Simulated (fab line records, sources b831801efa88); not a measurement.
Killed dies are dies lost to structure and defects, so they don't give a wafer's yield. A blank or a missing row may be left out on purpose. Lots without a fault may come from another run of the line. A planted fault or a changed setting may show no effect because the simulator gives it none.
fab line records | flow sky130
record lots=6 wafers=18 last_day=49
route steps=708 shown LDD_N@245 LDD_P@255 LDD_HVN@267 LDD_HVP@278 LDD_LDN@302 RES_XHIGH@341 PAD_OPEN@708
lots that met no fault: from a run of the same line without faults
start_h: hours from the record's first day to the start of the lot's first wafer shown | wait_h: hours since the lot's step before | " the same as in the row above | L1.1+2: a row that stands for several wafers | - no value, or no start given | * or withheld: withheld | < > ~ a bound
route shown NAME@n: a module of which the file shows steps, and the number in the route of the first | usual: mean/standard deviation of fault-free wafers | same: alike in all rows | chamber/n: place in a boat | sites: the reading at each site | _std_site: their standard deviation | _edge_site: outer sites' mean less inner sites' | radius_mm: how far each site lies from the wafer's centre | mask NAME#n: copy n | behind: the tool/chamber that last shaped the wafer | hold: why the lot was held/for how many hours/how that ended | device: the transistor (n, p or np) that didn't switch | end of line: the same wafers' tests at the end of the route | a step without rows: its recipe alone | killed: dies lost to structure and defects at the first sort, not the wafer's yield | map: a wafer's dies, x killed, . not, _ none there
set.NAME: the setting as run; set.NAME@STEP: as run at that earlier step | model.NAME: the simulator's own value behind a step, which no gauge read
lots at some steps of the route; a table a step, a row a wafer
services: from which hour (start_h, from the record's first day; less than 0 if before it) a tool's chamber was out of use, for how many hours, and why
## steps
# step SKY_LDD_N_IMPLANT_08
# recipe species=As energy_kev=20 dose_cm2=7.5e+13 tilt_deg=withheld rotation_deg=23
# step SKY_LDD_N_IMPLANT_09
# recipe species=As energy_kev=20 dose_cm2=7.5e+13 tilt_deg=withheld rotation_deg=113
# step SKY_LDD_N_IMPLANT_10
# recipe species=As energy_kev=20 dose_cm2=7.5e+13 tilt_deg=withheld rotation_deg=203
# step SKY_LDD_N_IMPLANT_11
# recipe species=As energy_kev=20 dose_cm2=7.5e+13 tilt_deg=withheld rotation_deg=293
# step SKY_LDD_N_IMPLANT_12
# recipe species=BF2 energy_kev=50 dose_cm2=5e+12 tilt_deg=30 rotation_deg=0
# step SKY_LDD_N_IMPLANT_13
# recipe species=BF2 energy_kev=50 dose_cm2=5e+12 tilt_deg=30 rotation_deg=90
# step SKY_LDD_N_IMPLANT_14
# recipe species=BF2 energy_kev=50 dose_cm2=5e+12 tilt_deg=30 rotation_deg=180
# step SKY_LDD_N_IMPLANT_15
# recipe species=BF2 energy_kev=50 dose_cm2=5e+12 tilt_deg=30 rotation_deg=270
# step SKY_LDD_N_STRIP_16
# recipe chemistry=O2/N2 power_w=1400 pressure_mtorr=1500 platen_temp_c=withheld o2_flow_sccm=3000 n2_flow_sccm=300 overash_fraction=0.5
# usual drypump_motor_current_A=5.9/0.47 oes_product_au=0.407/0.0042 strip_time_to_endpoint_s=4.317/0.014
# columns lot.wafer tool chamber start_h wait_h drypump_motor_current_A oes_product_au rf_hours_counter_h strip_time_to_endpoint_s
L718.3 plasma_asher-04 1 418.94 0.1 5.9 0.408 - 4.328
L718.4 " 0 " " 5.4 0.401 - 4.327
L718.6 " 1 " " 5.9 0.409 - 4.314
L722.1 plasma_asher-03 1 456.71 0.1 5.8 0.409 2 4.319
L722.2 " 0 " " 6.8 0.407 2 4.329
L722.5 " 1 " " 5.8 0.405 - 4.296
L727.1 plasma_asher-03 0 505.10 0.1 6.8 0.411 7 4.311
L727.2 " 1 " " 5.8 0.407 7 4.303
L727.4 " 1 " " 5.8 0.407 - 4.314
L728.1 plasma_asher-04 0 511.06 0.1 5.3 0.405 68 4.319
L728.3 " 0 " " 5.3 0.405 - 4.309
L728.6 " 0 " " 5.3 0.402 - 4.321
L731.3 plasma_asher-03 0 535.59 0.1 6.7 0.407 - 4.332
L731.4 " 1 " " 5.8 0.403 - 4.325
L731.6 " 0 " " 6.7 0.408 - 4.317
L734.1 plasma_asher-03 1 554.01 0.1 5.8 0.406 12 4.334
L734.3 " 0 " " 6.8 0.408 - 4.327
L734.4 " 1 " " 5.8 0.407 - 4.325
# step SKY_LDD_N_TW_MEAS_17
# usual LDD_N_TW=2592/10
# columns lot.wafer tool chamber start_h wait_h LDD_N_TW
L718.3 film_metro-02 - 419.03 0.1 2581
L718.4 " - " " 2598
L718.6 " - " " 2581
L722.1 film_metro-01 - 456.81 0.1 2593
L722.2 " - " " 2591
L722.5 " - " " 2606
L727.1 film_metro-02 - 505.20 0.1 2596
L727.2 " - " " 2578
L727.4 " - " " 2579
L728.1 film_metro-02 - 511.16 0.1 2585
L728.3 " - " " 2577
L728.6 " - " " 2575
L731.3 film_metro-01 - 535.68 0.1 2584
L731.4 " - " " 2594
L731.6 " - " " 2593
L734.1 film_metro-02 - 554.11 0.1 2588
L734.3 " - " " 2585
L734.4 " - " " 2585
# step SKY_LDD_P_DEHYDRATE_00
# recipe temp_c=200 time_s=60
# step SKY_LDD_P_HMDS_01
# recipe prime_time_s=60 prime_temp_c=120
# step SKY_LDD_P_COAT_02
# recipe resist=NOVOLAK spin_rpm=3000 resist_thk_nm=1140
# usual chill_plate_temp_C=23.00/0.11 dispense_pressure_kPa=51.5/1.9 resist_line_temp_C=23.00/0.1
# columns lot.wafer tool chamber start_h wait_h chill_plate_temp_C dispense_pressure_kPa resist_line_temp_C
L718.3 litho_track-02 0 433.53 0.1 22.77 51.4 22.96
L718.4 " 0 " " 22.93 51.4 22.95
L718.6 " 0 " " 22.91 51.4 23.11
L722.1 litho_track-01 0 471.64 0.1 22.82 54.5 23.02
L722.2 " 0 " " 22.80 54.5 22.81
L722.5 " 0 " " 22.95 54.6 23.01
L727.1 litho_track-02 - 519.93 0.1 - - -
L727.2 " - " " - - -
L727.4 " - " " - - -
L728.1 litho_track-02 - 525.93 0.1 - - -
L728.3 " - " " - - -
L728.6 " - " " - - -
L731.3 litho_track-03 0 550.56 0.1 23.14 49.8 22.78
L731.4 " 0 " " 23.22 49.8 22.98
L731.6 " 0 " " 23.08 49.9 23.01
L734.1 litho_track-02 0 568.98 0.1 23.19 51.5 23.13
L734.3 " 0 " " 22.99 51.5 23.08
L734.4 " 0 " " 23.18 51.5 23.20
# step SKY_LDD_P_SOFTBAKE_03
# recipe temp_c=90 time_s=60 resist=NOVOLAK
# step SKY_LDD_P_EXPOSE_04
# recipe mask_id=PSDM na=0.6 source_shape=conventional sigma_outer=0.6 polarization=unpolarized target_cd_nm=380 dose_mj=138
# step SKY_LDD_P_PEB_05
# recipe temp_c=withheld time_s=* resist=NOVOLAK
# step SKY_LDD_P_DEVELOP_06
# recipe resist=NOVOLAK developer=TMAH develop_time_s=60 dev_temp_c=23
# step SKY_LDD_P_CD_MEAS_07
# recipe target_cd_nm=380
# usual cd_nm=380.2/2.9
# columns lot.wafer tool chamber start_h wait_h cd_nm
L718.3 cd_sem-02 - 448.92 0.1 378.7
L718.4 " - " " 380.4
L718.6 " - " " 381.1
L722.1 cd_sem-02 - 486.56 0.1 378.4
L722.2 " - " " 378.9
L722.5 " - " " 378.2
L727.1 cd_sem-01 - 535.09 0.1 -
L727.2 " - " " -
L727.4 " - " " -
L728.1 cd_sem-01 - 541.34 0.1 -
L728.3 " - " " -
L728.6 " - " " -
L731.3 cd_sem-02 - 565.27 0.1 380.7
L731.4 " - " " 380.8
L731.6 " - " " 377.5
L734.1 cd_sem-02 - 583.73 0.1 383.8
L734.3 " - " " 386.2
L734.4 " - " " 384.6
# step SKY_LDD_P_OVL_MEAS_08
# usual LDD_P_OVL=-0.9/1.5
# columns lot.wafer tool chamber start_h wait_h LDD_P_OVL[nm]
L718.3 overlay-01 - 449.01 0.1 -0.4
L718.4 " - " " 0.5
L718.6 " - " " -1.2
L722.1 overlay-02 - 486.68 0.1 -2.6
L722.2 " - " " -2.6
L722.5 " - " " -2.0
L727.1 overlay-01 - 535.21 0.1 -
L727.2 " - " " -
L727.4 " - " " -
L728.1 overlay-02 - 541.46 0.1 -
L728.3 " - " " -
L728.6 " - " " -
L731.3 overlay-02 - 565.36 0.1 -0.4
L731.4 " - " " 0.0
L731.6 " - " " -2.4
L734.1 overlay-02 - 583.85 0.1 -0.4
L734.3 " - " " -0.9
L734.4 " - " " -0.4
# step SKY_LDD_P_IMPLANT_09
# recipe species=BF2 energy_kev=25 dose_cm2=1e+13 tilt_deg=withheld
# step SKY_LDD_P_STRIP_10
# recipe chemistry=O2/N2 power_w=1400 pressure_mtorr=1500 platen_temp_c=withheld o2_flow_sccm=3000 n2_flow_sccm=300 overash_fraction=0.5
# usual drypump_motor_current_A=5.8/0.47 oes_product_au=0.715/0.0045 strip_time_to_endpoint_s=14.19/0.046
# columns lot.wafer tool chamber start_h wait_h drypump_motor_current_A oes_product_au rf_hours_counter_h strip_time_to_endpoint_s
L718.3 plasma_asher-03 1 449.22 0.1 5.8 0.716 - 14.22
L718.4 " 0 " " 6.7 0.714 - 14.23
L718.6 " 0 " " 6.7 0.723 - 14.17
L722.1 plasma_asher-04 1 486.87 0.1 5.9 0.706 66 14.20
L722.2 " 0 " " 5.4 0.710 66 14.15
L722.5 " 0 " " 5.3 0.710 - 14.20
L727.1 plasma_asher-04 1 535.40 0.1 5.9 - 70 -
L727.2 " 0 " " 5.3 - 70 -
L727.4 " 1 " " 5.9 - - -
L728.1 plasma_asher-04 0 541.65 0.1 5.3 - 71 -
L728.3 " 0 " " 5.4 - - -
L728.6 " 0 " " 5.3 - - -
L731.3 plasma_asher-03 1 565.57 0.1 5.8 0.719 - 14.10
L731.4 " 0 " " 6.8 0.709 - 14.12
L731.6 " 1 " " 5.8 0.718 - 14.15
L734.1 plasma_asher-02 1 584.03 0.1 5.9 0.711 89 14.18
L734.3 " 0 " " 5.2 0.723 - 14.14
L734.4 " 1 " " 5.9 0.715 - 14.17
# step SKY_LDD_P_TW_MEAS_11
# usual LDD_P_TW=637/3.2
# columns lot.wafer tool chamber start_h wait_h LDD_P_TW
L718.3 film_metro-02 - 449.30 0.1 640
L718.4 " - " " 636
L718.6 " - " " 638
L722.1 film_metro-02 - 486.97 0.1 634
L722.2 " - " " 635
L722.5 " - " " 636
L727.1 film_metro-03 - 535.50 0.1 640
L727.2 " - " " 638
L727.4 " - " " 636
L728.1 film_metro-03 - 541.75 0.1 637
L728.3 " - " " 639
L728.6 " - " " 638
L731.3 film_metro-02 - 565.65 0.1 635
L731.4 " - " " 638
L731.6 " - " " 640
L734.1 film_metro-03 - 584.13 0.1 634
L734.3 " - " " 637
L734.4 " - " " 636
# step SKY_LDD_HVN_DEHYDRATE_00
# recipe temp_c=200 time_s=60
# step SKY_LDD_HVN_HMDS_01
# recipe prime_time_s=60 prime_temp_c=120
# step SKY_LDD_HVN_COAT_02
# recipe resist=NOVOLAK spin_rpm=2977 resist_thk_nm=300
# step SKY_LDD_HVN_SOFTBAKE_03
# recipe temp_c=90 time_s=60 resist=NOVOLAK
# step SKY_LDD_HVN_EXPOSE_04
# recipe mask_id=HVNTM na=0.6 source_shape=conventional sigma_outer=0.6 polarization=unpolarized target_cd_nm=700 dose_mj=127
# step SKY_LDD_HVN_PEB_05
# recipe temp_c=withheld time_s=* resist=NOVOLAK
# step SKY_LDD_HVN_DEVELOP_06
# recipe resist=NOVOLAK developer=TMAH develop_time_s=60 dev_temp_c=23
# step SKY_LDD_HVN_OVL_MEAS_07
# usual LDD_HVN_OVL=-1.5/1.6
# columns lot.wafer tool chamber start_h wait_h LDD_HVN_OVL[nm]
L718.3 overlay-01 - 478.95 0.1 -0.8
L718.4 " - " " -0.6
L718.6 " - " " -2.2
L722.1 overlay-01 - 517.07 0.1 0.1
L722.2 " - " " -0.9
L722.5 " - " " -1.5
L727.1 overlay-01 - 565.01 0.1 -2.3
L727.2 " - " " -1.4
L727.4 " - " " -2.4
L728.1 overlay-01 - 571.56 0.1 -1.3
L728.3 " - " " -1.2
L728.6 " - " " -1.1
L731.3 overlay-01 - 594.75 0.1 -0.2
L731.4 " - " " -0.4
L731.6 " - " " -2.6
L734.1 overlay-01 - 613.21 0.1 -1.8
L734.3 " - " " -1.6
L734.4 " - " " -2.3
# step SKY_LDD_HVN_IMPLANT_08
# recipe species=P energy_kev=60 dose_cm2=3e+13 tilt_deg=40
# step SKY_LDD_HVN_STRIP_09
# recipe chemistry=O2/N2 power_w=1400 pressure_mtorr=1500 platen_temp_c=withheld o2_flow_sccm=3000 n2_flow_sccm=300 overash_fraction=0.5
# usual drypump_motor_current_A=5.8/0.46 oes_product_au=0.409/0.0048 strip_time_to_endpoint_s=4.157/0.013
# columns lot.wafer tool chamber start_h wait_h drypump_motor_current_A oes_product_au rf_hours_counter_h strip_time_to_endpoint_s
L718.3 plasma_asher-02 1 479.16 0.1 5.9 0.406 - 4.137
L718.4 " 0 " " 5.2 0.408 - 4.147
L718.6 " 1 " " 5.9 0.409 - 4.147
L722.1 plasma_asher-01 0 517.26 0.1 5.5 0.405 40 4.148
L722.2 " 1 " " 5.8 0.408 40 4.146
L722.5 " 0 " " 5.5 0.408 - 4.157
L727.1 plasma_asher-01 1 565.26 0.1 5.7 0.410 44 4.156
L727.2 " 0 " " 5.5 0.417 44 4.163
L727.4 " 0 " " 5.5 0.416 - 4.151
L728.1 plasma_asher-01 0 571.75 0.1 5.5 0.419 45 4.178
L728.3 " 0 " " 5.5 0.407 - 4.169
L728.6 " 0 " " 5.5 0.416 - 4.171
L731.3 plasma_asher-01 0 594.96 0.1 5.5 0.411 - 4.180
L731.4 " 1 " " 5.8 0.416 - 4.200
L731.6 " 1 " " 5.7 0.409 - 4.158
L734.1 plasma_asher-02 0 613.40 0.1 5.2 0.416 92 4.169
L734.3 " 0 " " 5.2 0.411 - 4.168
L734.4 " 1 " " 5.9 0.413 - 4.169
# step SKY_LDD_HVN_TW_MEAS_10
# usual LDD_HVN_TW=1440/6.6
# columns lot.wafer tool chamber start_h wait_h LDD_HVN_TW
L718.3 film_metro-03 - 479.25 0.1 1422
L718.4 " - " " 1426
L718.6 " - " " 1433
L722.1 film_metro-01 - 517.36 0.1 1435
L722.2 " - " " 1447
L722.5 " - " " 1438
L727.1 film_metro-04 - 565.36 0.1 1481
L727.2 " - " " 1481
L727.4 " - " " 1484
L728.1 film_metro-03 - 571.85 0.1 1474
L728.3 " - " " 1472
L728.6 " - " " 1473
L731.3 film_metro-01 - 595.05 0.1 1458
L731.4 " - " " 1447
L731.6 " - " " 1445
L734.1 film_metro-04 - 613.50 0.1 1441
L734.3 " - " " 1440
L734.4 " - " " 1431
# step SKY_LDD_HVP_DEHYDRATE_00
# recipe temp_c=200 time_s=60
# step SKY_LDD_HVP_HMDS_01
# recipe prime_time_s=60 prime_temp_c=120
# step SKY_LDD_HVP_COAT_02
# recipe resist=NOVOLAK spin_rpm=3000 resist_thk_nm=300
# step SKY_LDD_HVP_SOFTBAKE_03
# recipe temp_c=90 time_s=60 resist=NOVOLAK
# step SKY_LDD_HVP_EXPOSE_04
# recipe mask_id=HVPTM na=0.6 source_shape=conventional sigma_outer=0.6 polarization=unpolarized target_cd_nm=700 dose_mj=86
# step SKY_LDD_HVP_PEB_05
# recipe temp_c=withheld time_s=* resist=NOVOLAK
# step SKY_LDD_HVP_DEVELOP_06
# recipe resist=NOVOLAK developer=TMAH develop_time_s=60 dev_temp_c=23
# step SKY_LDD_HVP_OVL_MEAS_07
# usual LDD_HVP_OVL=-1.2/1.4
# columns lot.wafer tool chamber start_h wait_h LDD_HVP_OVL[nm]
L718.3 overlay-02 - 509.88 0.1 1.5
L718.4 " - " " 0.4
L718.6 " - " " 1.0
L722.1 overlay-02 - 547.33 0.1 1.3
L722.2 " - " " 1.2
L722.5 " - " " 1.0
L727.1 overlay-01 - 594.02 0.1 -3.3
L727.2 " - " " -2.7
L727.4 " - " " -1.9
L728.1 overlay-02 - 600.14 0.1 -2.0
L728.3 " - " " -1.2
L728.6 " - " " -1.3
L731.3 overlay-02 - 623.45 0.1 -0.1
L731.4 " - " " -0.5
L731.6 " - " " -0.3
L734.1 overlay-02 - 642.83 0.1 -1.4
L734.3 " - " " -0.8
L734.4 " - " " -0.3
# step SKY_LDD_HVP_IMPLANT_08
# recipe species=B energy_kev=20 dose_cm2=1.7e+13 tilt_deg=17.9
# step SKY_LDD_HVP_TW_MEAS_10
# usual LDD_HVP_TW=457.0/2.1
# columns lot.wafer tool chamber start_h wait_h LDD_HVP_TW
L718.3 film_metro-03 - 510.18 0.1 456.2
L718.4 " - " " 454.9
L718.6 " - " " 456.4
L722.1 film_metro-02 - 547.61 0.1 456.7
L722.2 " - " " 459.9
L722.5 " - " " 459.5
L727.1 film_metro-04 - 594.31 0.1 699.1
L727.2 " - " " 701.1
L727.4 " - " " 702.7
L728.1 film_metro-03 - 600.43 0.1 701.3
L728.3 " - " " 696.0
L728.6 " - " " 697.1
L731.3 film_metro-04 - 623.75 0.1 455.8
L731.4 " - " " 456.0
L731.6 " - " " 455.0
L734.1 film_metro-04 - 643.11 0.1 459.2
L734.3 " - " " 463.3
L734.4 " - " " 460.8
# step SKY_LDD_LDN_TW_MEAS_13
# usual LDD_LDN_TW=1481/5.8
# columns lot.wafer tool chamber start_h wait_h LDD_LDN_TW
L718.3 film_metro-01 - 541.18 0.1 1481
L718.4 " - " " 1482
L718.6 " - " " 1486
L722.1 film_metro-04 - 577.86 0.1 1485
L722.2 " - " " 1489
L722.5 " - " " 1493
L727.1 film_metro-02 - 623.26 0.1 1502
L727.2 " - " " 1516
L727.4 " - " " 1507
L728.1 film_metro-01 - 629.81 0.1 1508
L728.3 " - " " 1513
L728.6 " - " " 1501
L731.3 film_metro-02 - 653.80 0.1 1490
L731.4 " - " " 1478
L731.6 " - " " 1486
L734.1 film_metro-01 - 672.00 0.1 1483
L734.3 " - " " 1478
L734.4 " - " " 1477
# step SKY_RES_XHIGH_TW_MEAS_09
# usual RES_XHIGH_TW=1643/6.5
# columns lot.wafer tool chamber start_h wait_h RES_XHIGH_TW
L718.3 film_metro-04 - 631.14 0.1 1644
L718.4 " - " " 1649
L718.6 " - " " 1644
L722.1 film_metro-04 - 666.53 0.1 1645
L722.2 " - " " 1638
L722.5 " - " " 1648
L727.1 film_metro-04 - 710.62 0.1 1674
L727.2 " - " " 1678
L727.4 " - " " 1679
L728.1 film_metro-03 - 718.34 0.1 1669
L728.3 " - " " 1673
L728.6 " - " " 1671
L731.3 film_metro-04 - 741.16 0.1 1651
L731.4 " - " " 1654
L731.6 " - " " 1644
L734.1 film_metro-04 - 759.22 0.1 1649
L734.3 " - " " 1646
L734.4 " - " " 1643
# step SKY_PAD_OPEN_PROBE_99
# usual killed_at_M0_to_M3=43/6.5 killed_at_M4_up=3.2/1.9 killed_at_contacts=25/5.5 killed_at_front_end=14/4.2 killed_at_other=0.2/0.44 killed_dies=85/8.5 killed_on_rim=16/3.3 killed_open=47/7 killed_short=39/6.3
# same gross_dies=492 killed_at_back_side=0
# columns lot.wafer tool chamber start_h wait_h killed_at_M0_to_M3 killed_at_M4_up killed_at_contacts killed_at_front_end killed_at_other killed_dies killed_on_rim killed_open killed_short
L718.3 prober-01 - 1089.29 0.2 35 1 24 10 0 70 18 38 32
L718.4 prober-01 - 1089.34 0.2 56 4 21 17 0 98 14 55 43
L718.6 prober-01 - 1089.44 0.2 37 1 30 12 2 82 17 44 38
L722.1 prober-01 - 1114.64 0.1 29 4 36 12 0 81 17 43 38
L722.2 prober-01 - 1114.69 0.1 38 1 36 17 0 92 18 52 40
L722.5 prober-01 - 1114.84 0.2 39 2 27 14 0 82 18 45 37
L727.1 prober-02 - 1147.71 0.1 46 5 22 419 0 492 96 47 37
L727.2 prober-02 - 1147.76 0.1 50 1 27 414 0 492 96 51 34
L727.4 prober-02 - 1147.86 0.2 50 2 15 425 0 492 96 39 36
L728.1 prober-01 - 1150.83 0.1 43 4 20 425 0 492 96 38 41
L728.3 prober-01 - 1150.93 0.2 42 2 29 419 0 492 96 42 39
L728.6 prober-01 - 1151.08 0.2 37 3 21 431 0 492 96 49 24
L731.3 prober-02 - 1166.37 0.2 36 0 21 15 0 72 11 42 30
L731.4 prober-02 - 1166.42 0.2 56 2 23 17 0 98 22 68 30
L731.6 prober-02 - 1166.52 0.2 37 2 27 21 0 87 17 47 40
L734.1 prober-01 - 1179.90 0.1 47 6 20 18 1 92 17 52 40
L734.3 prober-01 - 1180.00 0.2 35 5 18 13 0 71 13 42 29
L734.4 prober-01 - 1180.05 0.2 46 1 18 18 0 83 15 43 40
# killed by level:class
L718.3 VIA1:geometric_particle:open=11 CONTACT:geometric_particle:open=8 LOCAL_INTERCONNECT:geometric_particle:short=6 VIA3:geometric_particle:open=6 POLY_GATE:geometric_particle:short=4 CONTACT:geometric_particle:short=4 VIA1:geometric_particle:short=4 FIELD_ISO:geometric_particle:open=3
L718.4 VIA1:geometric_particle:open=20 METAL1:geometric_particle:short=8 CONTACT:geometric_particle:open=7 VIA3:geometric_particle:open=7 LI_CONTACT:geometric_particle:open=5 POLY_GATE:geometric_particle:short=5 METAL2:geometric_particle:short=5 CONTACT:geometric_particle:short=5
L718.6 CONTACT:geometric_particle:open=12 VIA1:geometric_particle:open=8 LI_CONTACT:geometric_particle:open=7 METAL2:geometric_particle:short=7 METAL1:geometric_particle:short=6 FIELD_ISO:geometric_particle:open=5 LI_CONTACT:geometric_particle:short=4 LOCAL_INTERCONNECT:geometric_particle:short=4
L722.1 CONTACT:geometric_particle:open=16 CONTACT:geometric_particle:short=9 VIA1:geometric_particle:open=8 METAL1:geometric_particle:short=6 LI_CONTACT:geometric_particle:open=5 POLY_GATE:geometric_particle:open=4 VIA2:geometric_particle:open=4 LOCAL_INTERCONNECT:geometric_particle:short=4
L722.2 CONTACT:geometric_particle:open=15 LI_CONTACT:geometric_particle:open=7 VIA1:geometric_particle:open=7 METAL2:geometric_particle:short=6 CONTACT:geometric_particle:short=6 LOCAL_INTERCONNECT:geometric_particle:short=5 METAL1:geometric_particle:short=5 FIELD_ISO:geometric_particle:open=4
L722.5 CONTACT:geometric_particle:open=11 CONTACT:geometric_particle:short=7 VIA3:geometric_particle:open=7 VIA1:geometric_particle:open=5 METAL1:geometric_particle:short=5 POLY_GATE:geometric_particle:short=4 SPACER:geometric_particle:open=4 LI_CONTACT:geometric_particle:open=4
L727.1 LDD_P:area_expose=408 VIA1:geometric_particle:open=12 VIA2:geometric_particle:open=10 CONTACT:geometric_particle:open=9 VIA1:geometric_particle:short=5 LI_CONTACT:geometric_particle:open=5 CONTACT:geometric_particle:short=4 VIA2:geometric_particle:short=4
L727.2 LDD_P:area_expose=407 CONTACT:geometric_particle:open=12 VIA1:geometric_particle:open=12 VIA2:geometric_particle:open=8 LI_CONTACT:geometric_particle:open=6 METAL1:geometric_particle:short=6 CONTACT:geometric_particle:short=5 VIA2:geometric_particle:short=5
L727.4 LDD_P:area_expose=417 METAL2:geometric_particle:short=12 VIA2:geometric_particle:open=7 VIA3:geometric_particle:open=7 CONTACT:geometric_particle:open=6 VIA2:geometric_particle:short=5 FIELD_ISO:geometric_particle:open=4 LOCAL_INTERCONNECT:geometric_particle:short=4
L728.1 LDD_P:area_expose=413 VIA1:geometric_particle:open=8 CONTACT:geometric_particle:open=7 VIA2:geometric_particle:open=6 METAL1:geometric_particle:short=6 VIA1:geometric_particle:short=6 METAL2:geometric_particle:short=6 CONTACT:geometric_particle:short=5
L728.3 LDD_P:area_expose=411 CONTACT:geometric_particle:open=9 LOCAL_INTERCONNECT:geometric_particle:short=8 VIA1:geometric_particle:open=7 VIA3:geometric_particle:open=7 LI_CONTACT:geometric_particle:open=6 CONTACT:geometric_particle:short=6 VIA1:geometric_particle:short=5
L728.6 LDD_P:area_expose=419 VIA1:geometric_particle:open=10 VIA2:geometric_particle:open=8 CONTACT:geometric_particle:open=7 FIELD_ISO:geometric_particle:open=6 LI_CONTACT:geometric_particle:open=6 VIA1:geometric_particle:short=4 VIA3:geometric_particle:open=4
L731.3 CONTACT:geometric_particle:open=13 METAL1:geometric_particle:short=10 VIA1:geometric_particle:open=6 POLY_GATE:geometric_particle:short=5 METAL1:geometric_particle:open=4 VIA2:geometric_particle:open=4 VIA3:geometric_particle:open=4 FIELD_ISO:geometric_particle:open=3
L731.4 VIA3:geometric_particle:open=14 CONTACT:geometric_particle:open=12 VIA2:geometric_particle:open=12 VIA1:geometric_particle:open=10 POLY_GATE:geometric_particle:open=6 LI_CONTACT:geometric_particle:open=6 VIA1:geometric_particle:short=5 POLY_GATE:geometric_particle:short=4
L731.6 CONTACT:geometric_particle:open=12 FIELD_ISO:geometric_particle:open=8 VIA1:geometric_particle:short=8 VIA1:geometric_particle:open=8 LI_CONTACT:geometric_particle:open=6 POLY_GATE:geometric_particle:short=5 METAL2:geometric_particle:short=5 LOCAL_INTERCONNECT:geometric_particle:short=4
L734.1 VIA1:geometric_particle:open=14 LI_CONTACT:geometric_particle:open=10 FIELD_ISO:geometric_particle:short=7 VIA2:geometric_particle:open=7 VIA3:geometric_particle:open=7 LOCAL_INTERCONNECT:geometric_particle:short=5 METAL2:geometric_particle:short=5 METAL1:geometric_particle:short=4
L734.3 CONTACT:geometric_particle:open=11 VIA1:geometric_particle:open=9 FIELD_ISO:geometric_particle:open=5 LOCAL_INTERCONNECT:geometric_particle:short=5 METAL2:geometric_particle:open=4 VIA2:geometric_particle:open=4 VIA3:geometric_particle:open=4 METAL2:geometric_particle:short=3
L734.4 VIA1:geometric_particle:open=12 METAL2:geometric_particle:short=6 FIELD_ISO:geometric_particle:short=5 CONTACT:geometric_particle:open=5 METAL1:geometric_particle:short=5 VIA2:geometric_particle:open=5 VIA3:geometric_particle:open=5 FIELD_ISO:geometric_particle:open=4
# map L727.1 (x killed, . not)
__________xxxxxxxxxx_________
________xxxxxxxxxxxxxx_______
______xxxxxxxxxxxxxxxxxx_____
_____xxxxxxxxxxxxxxxxxxxx____
____xxxxxxxxxxxxxxxxxxxxxx___
___xxxxxxxxxxxxxxxxxxxxxxxx__
__xxxxxxxxxxxxxxxxxxxxxxxxxx_
_xxxxxxxxxxxxxxxxxxxxxxxxxxxx
_xxxxxxxxxxxxxxxxxxxxxxxxxxxx
_xxxxxxxxxxxxxxxxxxxxxxxxxxxx
_xxxxxxxxxxxxxxxxxxxxxxxxxxxx
_xxxxxxxxxxxxxxxxxxxxxxxxxxxx
_xxxxxxxxxxxxxxxxxxxxxxxxxxxx
_xxxxxxxxxxxxxxxxxxxxxxxxxxxx
_xxxxxxxxxxxxxxxxxxxxxxxxxxxx
__xxxxxxxxxxxxxxxxxxxxxxxxxx_
___xxxxxxxxxxxxxxxxxxxxxxxx__
____xxxxxxxxxxxxxxxxxxxxxx___
_____xxxxxxxxxxxxxxxxxxxx____
______xxxxxxxxxxxxxxxxxx_____
________xxxxxxxxxxxxxx_______
__________xxxxxxxxxx_________
# map L728.1 (x killed, . not)
__________xxxxxxxxxx_________
________xxxxxxxxxxxxxx_______
______xxxxxxxxxxxxxxxxxx_____
_____xxxxxxxxxxxxxxxxxxxx____
____xxxxxxxxxxxxxxxxxxxxxx___
___xxxxxxxxxxxxxxxxxxxxxxxx__
__xxxxxxxxxxxxxxxxxxxxxxxxxx_
_xxxxxxxxxxxxxxxxxxxxxxxxxxxx
_xxxxxxxxxxxxxxxxxxxxxxxxxxxx
_xxxxxxxxxxxxxxxxxxxxxxxxxxxx
_xxxxxxxxxxxxxxxxxxxxxxxxxxxx
_xxxxxxxxxxxxxxxxxxxxxxxxxxxx
_xxxxxxxxxxxxxxxxxxxxxxxxxxxx
_xxxxxxxxxxxxxxxxxxxxxxxxxxxx
_xxxxxxxxxxxxxxxxxxxxxxxxxxxx
__xxxxxxxxxxxxxxxxxxxxxxxxxx_
___xxxxxxxxxxxxxxxxxxxxxxxx__
____xxxxxxxxxxxxxxxxxxxxxx___
_____xxxxxxxxxxxxxxxxxxxx____
______xxxxxxxxxxxxxxxxxx_____
________xxxxxxxxxxxxxx_______
__________xxxxxxxxxx_________
## services
# columns tool chamber start_h hours kind
plasma_asher-03 - 421.25 9.0 pm
plasma_asher-03 0 421.25 9.0 vent_cycle
plasma_asher-03 1 421.25 9.0 vent_cycle
plasma_asher-03 0 430.25 - clean
plasma_asher-03 1 430.25 - clean
plasma_asher-01 - 459.42 1.8 repair
plasma_asher-04 - 498.43 7.4 repair
plasma_asher-03 - 514.66 2.8 pm
plasma_asher-02 - 606.63 0.4 repair
## key
first_sign step=SKY_LDD_P_COAT_02 reading=tool_record direction=missing
effect step=SKY_LDD_P_CD_MEAS_07 reading=cd_nm direction=missing
effect step=SKY_LDD_P_OVL_MEAS_08 reading=LDD_P_OVL direction=missing
effect step=SKY_LDD_HVN_TW_MEAS_10 reading=LDD_HVN_TW direction=up sigmas=5.7 usual=1440 struck=1477
effect step=SKY_LDD_HVP_TW_MEAS_10 reading=LDD_HVP_TW direction=up sigmas=99+ usual=457.0 struck=699.6
effect step=SKY_LDD_LDN_TW_MEAS_13 reading=LDD_LDN_TW direction=up sigmas=4.6 usual=1481 struck=1508
effect step=SKY_RES_XHIGH_TW_MEAS_09 reading=RES_XHIGH_TW direction=up sigmas=4.7 usual=1643 struck=1674
effect step=SKY_PAD_OPEN_PROBE_99 reading=killed_at_front_end direction=up sigmas=98 usual=14 struck=422
more_kills_born_at SKY_LDD_P_EXPOSE_04@iline_stepper-01=1243 SKY_LDD_P_EXPOSE_04@iline_stepper-02=1232
met_at SKY_LDD_P_COAT_02
struck_wafers L727.1,L727.2,L727.4,L728.1,L728.3,L728.6
tester_left_out L727,L728
onset_between 433.53 519.93
fault kind=skipped_step_whole tool=litho_track-02 chamber=- onset_h=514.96 steps=SKY_LDD_P_COAT_02 scope=struck_lots_only
# tester_left_out: of these lots the tester's yield and bins aren't shown, on N5 and GAA mostly nor the transistor test; their killed dies are dies lost to structure and defects alone, not to doping, threshold or leakage, so they don't give the yield
